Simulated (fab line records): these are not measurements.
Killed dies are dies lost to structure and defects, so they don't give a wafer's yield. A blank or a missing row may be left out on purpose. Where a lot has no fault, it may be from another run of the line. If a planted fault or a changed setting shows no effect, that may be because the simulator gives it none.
Which of the tools did it? + flow gf180mcu + 42 wafers from 14 lots sampled at 4 of the route's 602 steps

== WHAT THE GAUGES SHOWED, per wafer ==
GF_HV_LDD_CD_MEAS_46: the cd target is 400 nm.
| lot  | measured     | on        | cd nm (nm)        |
|------|--------------|-----------|-------------------|
| L440 | day 12 22:26 | cd sem-02 | 399.4 397.1 397.6 |
| L441 | day 13 07:11 | cd sem-02 | 398.1 399.0 399.5 |
| L442 | day 13 11:24 | cd sem-01 | 398.9 397.5 399.1 |
| L443 | day 13 16:46 | cd sem-02 | 402.6 403.0 404.3 |
| L444 | day 14 03:32 | cd sem-01 | 398.0 399.8 398.2 |
| L445 | day 14 08:17 | cd sem-01 | 394.3 395.5 396.6 |
| L446 | day 14 19:02 | cd sem-02 | 397.9 399.1 399.1 |
| L448 | day 15 05:49 | cd sem-01 | 398.9 398.2 399.8 |
| L449 | day 15 12:58 | cd sem-02 | 397.4 397.4 396.0 |
| L450 | day 15 23:37 | cd sem-01 | 399.6 402.7 401.8 |
| L451 | day 16 05:55 | cd sem-01 | 404.3 401.7 403.3 |
| L452 | day 16 21:07 | cd sem-02 | 400.0 400.7 401.6 |
| L457 | day 18 08:56 | cd sem-02 | 401.1 401.2 399.0 |
| L459 | day 19 04:37 | cd sem-01 | 403.5 402.9 405.0 |

GF_PSD_RS_MEAS_15: uses a four-point probe to measure.
| lot  | measured     | on            | PSD_RS (ohm/sq)      |
|------|--------------|---------------|----------------------|
| L440 | day 14 21:20 | film metro-04 | 108.41 108.58 108.52 |
| L441 | day 15 04:32 | film metro-02 | 108.91 108.67 108.58 |
| L442 | day 15 10:16 | film metro-02 | 109.19 109.11 108.94 |
| L443 | day 15 14:40 | film metro-02 | 108.56 108.70 108.72 |
| L444 | day 16 04:24 | film metro-02 | 108.06 108.24 108.37 |
| L445 | day 16 07:25 | film metro-02 | 108.84 109.09 108.56 |
| L446 | day 16 18:38 | film metro-04 | 108.79 108.52 108.51 |
| L448 | day 17 06:28 | film metro-02 | 109.18 108.61 108.69 |
| L449 | day 17 13:13 | film metro-04 | 108.74 108.72 108.79 |
| L450 | day 18 00:46 | film metro-04 | 109.11 109.36 109.30 |
| L451 | day 18 08:08 | film metro-01 | 108.09 108.30 108.22 |
| L452 | day 19 01:39 | film metro-02 | 109.02 108.91 108.61 |
| L457 | day 20 14:15 | film metro-01 | 108.34 108.37 108.34 |
| L459 | day 21 09:07 | film metro-04 | 108.16 108.54 108.71 |

== WHICH TOOL RAN EACH LOT (tool, then ch and the chambers of the sampled wafers, then the start) ==
| lot  | GF_STI_ETCH_14                  | GF_POLY_GATE_SOFTBAKE_06          |
|------|---------------------------------|-----------------------------------|
| L440 | rie si-02 ch 0,2,3, day 2 08:04 | litho track-02 ch 0, day 9 07:00  |
| L441 | rie si-01 ch 1,2, day 2 14:17   | litho track-04 ch 0, day 9 15:00  |
| L442 | rie si-02 ch 1,2,3, day 2 17:59 | litho track-01 ch 0, day 9 19:00  |
| L443 | rie si-02 ch 0,1,3, day 2 22:14 | litho track-01 ch 0, day 9 23:00  |
| L444 | rie si-01 ch 0,1,2, day 3 03:31 | litho track-01 ch 0, day 10 09:00 |
| L445 | rie si-01 ch 0,2,3, day 3 08:11 | litho track-01 ch 0, day 10 14:00 |
| L446 | rie si-01 ch 0,1,3, day 3 14:59 | litho track-01 ch 0, day 10 23:00 |
| L448 | rie si-02 ch 1,2, day 4 00:11   | litho track-04 ch 0, day 11 08:00 |
| L449 | rie si-02 ch 0,2,3, day 4 05:29 | litho track-01 ch 0, day 11 16:00 |
| L450 | rie si-02 ch 0,2,3, day 4 10:28 | litho track-04 ch 0, day 11 23:00 |
| L451 | rie si-02 ch 1,2, day 4 14:58   | litho track-01 ch 0, day 12 06:00 |
| L452 | rie si-01 ch 0,1,2, day 4 21:32 | litho track-04 ch 0, day 12 17:00 |
| L457 | rie si-02 ch 0,3, day 5 21:50   | litho track-04 ch 0, day 14 00:00 |
| L459 | rie si-01 ch 1,2, day 6 09:32   | litho track-04 ch 0, day 14 18:00 |
- GF_STI_ETCH_14: etches Si in HBr/Cl2/O2, target depth 360 nm, time 102.9 s.
- GF_POLY_GATE_SOFTBAKE_06: time 60 s.

== WHAT THE TOOLS THEMSELVES READ (means of the sampled wafers that have a number; where no wafer has one, the mark that the record gives instead) ==
GF_STI_ETCH_14.
| lot  | tool      | bias w (W) | chamber pressure mTorr (mTorr) | drypump motor current A (A) | oes product au (a.u.) | throttle valve pct (%) |
|------|-----------|------------|--------------------------------|-----------------------------|-----------------------|------------------------|
| L440 | rie si-02 | 150.3      | 15.001                         | 5.9                         | 0.996                 | 25.652                 |
| L441 | rie si-01 | 150.0      | 15.005                         | 5.8                         | 1.006                 | 25.656                 |
| L442 | rie si-02 | 150.3      | 14.993                         | 6.2                         | 0.993                 | 25.665                 |
| L443 | rie si-02 | 150.0      | 14.994                         | 6.0                         | 0.995                 | 25.666                 |
| L444 | rie si-01 | 150.0      | 14.993                         | 5.4                         | 1.000                 | 25.646                 |
| L445 | rie si-01 | 149.8      | 14.981                         | 5.8                         | 0.995                 | 25.660                 |
| L446 | rie si-01 | 149.8      | 15.026                         | 5.4                         | 0.999                 | 25.653                 |
| L448 | rie si-02 | 150.0      | 14.999                         | 6.2                         | 1.007                 | 25.652                 |
| L449 | rie si-02 | 149.7      | 14.995                         | 5.9                         | 0.997                 | 25.649                 |
| L450 | rie si-02 | 150.0      | 14.999                         | 5.9                         | 1.003                 | 25.651                 |
| L451 | rie si-02 | 150.0      | 15.013                         | 6.3                         | 1.012                 | 25.653                 |
| L452 | rie si-01 | 149.5      | 14.999                         | 5.4                         | 1.005                 | 25.657                 |
| L457 | rie si-02 | 150.5      | 15.016                         | 5.7                         | 1.001                 | 25.654                 |
| L459 | rie si-01 | 149.8      | 14.993                         | 5.8                         | 1.013                 | 25.653                 |

GF_POLY_GATE_SOFTBAKE_06.
| lot  | tool           | heater power total W (W) | run length s (s) |
|------|----------------|--------------------------|------------------|
| L440 | litho track-02 | 93.04                    | 89.63            |
| L441 | litho track-04 | 93.07                    | 89.34            |
| L442 | litho track-01 | 93.08                    | 89.06            |
| L443 | litho track-01 | 93.06                    | 89.06            |
| L444 | litho track-01 | 92.99                    | 89.19            |
| L445 | litho track-01 | 93.15                    | 89.11            |
| L446 | litho track-01 | 93.05                    | 89.13            |
| L448 | litho track-04 | 93.10                    | 89.26            |
| L449 | litho track-01 | 93.02                    | 89.12            |
| L450 | litho track-04 | 93.02                    | 89.29            |
| L451 | litho track-01 | 93.02                    | 89.11            |
| L452 | litho track-04 | 93.07                    | 89.23            |
| L457 | litho track-04 | 96.78                    | 82.73            |
| L459 | litho track-04 | 96.79                    | 82.74            |

== THE ANSWER, worked out from the rows above alone ==
Rule: the usual values come from the lots themselves. Put in order of their means at a reading, lots are off if they are a third of the lots or fewer, leave a main group of 4 or more, and stand apart from it by a gap of 3 or more times the standard deviation of the main group's means; of several such gaps the widest counts. Not used: any main group whose means are identical at the precision the tables above print for the reading. A lot without any number at a reading at which 4 lots or more have one is off too. The other lots that the step has rows for count as sound. Order of review: gauges by route order, followed by the tools' own readings, for which a lot's mean as printed above is used. At the first step where some lot is off, the reading lying furthest off is the one used; lots without a number count as furthest.
Off: L457, L459, at GF_POLY_GATE_SOFTBAKE_06 (heater power total W). The main group has a mean of 93.06 W with a standard deviation of 0.041.
A tool fits if, at that step or a process step before it, it ran every lot that is off, and no sound lot after the first of them. One candidate fits, namely litho track-04 at GF_POLY_GATE_SOFTBAKE_06. Its last sound lot is L452 (day 12 17:00), its first lot that is off L457 (day 14 00:00): a fault that began between those two fits.
The tool's own readings at GF_POLY_GATE_SOFTBAKE_06 bear it out: on the lots that are off they differ by more than 5 times the standard deviation of the sound lots' means. heater power total W reads 96.78 W there against 93.06 W on the sound lots; run length s reads 82.73 s there against 89.21 s on the sound lots.

== WHAT HAD BEEN PUT IN BY THE SIMULATOR ==
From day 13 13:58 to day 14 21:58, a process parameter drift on litho track-04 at GF_POLY_GATE_SOFTBAKE_06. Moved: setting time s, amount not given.
Lots struck among those shown: L457, L459. The rule given above showed the same thing.
